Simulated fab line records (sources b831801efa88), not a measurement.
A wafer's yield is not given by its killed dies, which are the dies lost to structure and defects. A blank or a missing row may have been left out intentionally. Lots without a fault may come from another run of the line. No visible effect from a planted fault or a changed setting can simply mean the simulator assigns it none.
Struck lot and sound lot, side by side + flow sky130 + 16 out of 708 route steps
Sound: these wafers, L824.2, L824.3, L824.6. The struck wafers were L834.5, L834.6. Last of all comes the cause.
Per side, at each step with rows, come the tool, then ch with its chambers, and then its first start. Under that, the readings that differ: sound wafers + struck wafers + difference of the means + sigmas: that difference in standard deviations of wafers without a fault.
alike: readings with means less than 2 such deviations apart, plus words and numbers identical on both sides. not compared: withheld readings, readings lacking a value on some wafer, bounds such as >300 that could conceal the same value, and numbers that have no deviation in the record and whose values overlap.
A row with sigmas, a row that says differs or no value, or rows on one side alone: a step with any of these is where the two part. Non-overlapping numbers with no deviation appear without sigmas and do not part them. A reading missing from all wafers of one side parts the sides only when that side holds two or more wafers.

first, 1 step without rows for these wafers: SKY_VT_ADJUST_HVTP_DEVELOP_06 (develop time 60 s).
SKY_VT_ADJUST_HVTP_CD_MEAS_07 targets a cd of 380 nm.
  sound: cd sem-02 at day 7 23:35; struck: cd sem-01 at day 10 10:01
  alike: cd nm
SKY_VT_ADJUST_HVTP_OVL_MEAS_08:
  sound: overlay-01 at day 7 23:41; struck: overlay-01 at day 10 10:04
  alike: VT_ADJUST_HVTP_OVL
following that, these wafers have no rows for 1 step: SKY_VT_ADJUST_HVTP_IMPLANT_09.
SKY_VT_ADJUST_HVTP_STRIP_10: strips in O2/N2.
  sound on plasma asher-01 ch 0,1, day 7 23:52; struck on plasma asher-03 ch 0,1, day 10 10:18
  alike: drypump motor current A, oes product au, strip time to endpoint s
  not compared: rf hours counter h
SKY_VT_ADJUST_HVTP_TW_MEAS_11:
  sound: film metro-02 at day 7 23:59; struck: film metro-02 at day 10 10:22
  alike: VT_ADJUST_HVTP_TW
then, 6 steps without rows for these wafers: SKY_VT_ADJUST_LVTN_DEHYDRATE_00 (time 60 s); SKY_VT_ADJUST_LVTN_HMDS_01 (prime time 60 s); SKY_VT_ADJUST_LVTN_COAT_02 (resist thk 3000 nm); SKY_VT_ADJUST_LVTN_SOFTBAKE_03; SKY_VT_ADJUST_LVTN_EXPOSE_04 (exposes mask NWM COMPLEMENT LESS NATIVE, target cd 840 nm); SKY_VT_ADJUST_LVTN_PEB_05.
SKY_VT_ADJUST_LVTN_DEVELOP_06: develop time 60 s.
  sound on litho track-04 ch 0, day 8 20:00; struck on litho track-04 ch 0, day 11 08:00
  alike: resist line temp C
SKY_VT_ADJUST_LVTN_OVL_MEAS_07:
  sound: overlay-02 at day 8 20:11; struck: overlay-02 at day 11 09:03
| reading                 | sound       | struck | difference                    | sigmas |
|-------------------------|-------------|--------|-------------------------------|--------|
| VT_ADJUST_LVTN_OVL (nm) | 0.1 0.6 0.7 | - -    | no value on the struck wafers |        |
following that, these wafers have no rows for 1 step: SKY_VT_ADJUST_LVTN_IMPLANT_08.
-- here the record skips 38 days between the struck wafers' starts before and after, leaving off in module VT_ADJUST_LVTN and picking up in module PAD_OPEN (first step shown: number 708 of the route) --
SKY_PAD_OPEN_PROBE_99:
  sound: prober-02 at day 47 10:46; struck: prober-02 at day 49 16:15
| reading             | sound    | struck  | difference | sigmas |
|---------------------|----------|---------|------------|--------|
| killed at front end | 17 12 18 | 433 419 | +410       | +91    |
| killed dies         | 94 71 86 | 492 492 | +408       | +41    |
| killed on rim       | 14 15 20 | 96 96   | +80        | +21    |
  alike: killed_at_M0_to_M3, killed_at_M4_up, killed at contacts, killed at other, killed open, killed short

## WHERE THEY PART
First at SKY_VT_ADJUST_LVTN_OVL_MEAS_07; last, within this record, at SKY_PAD_OPEN_PROBE_99.

WHY: whatever the simulator had introduced
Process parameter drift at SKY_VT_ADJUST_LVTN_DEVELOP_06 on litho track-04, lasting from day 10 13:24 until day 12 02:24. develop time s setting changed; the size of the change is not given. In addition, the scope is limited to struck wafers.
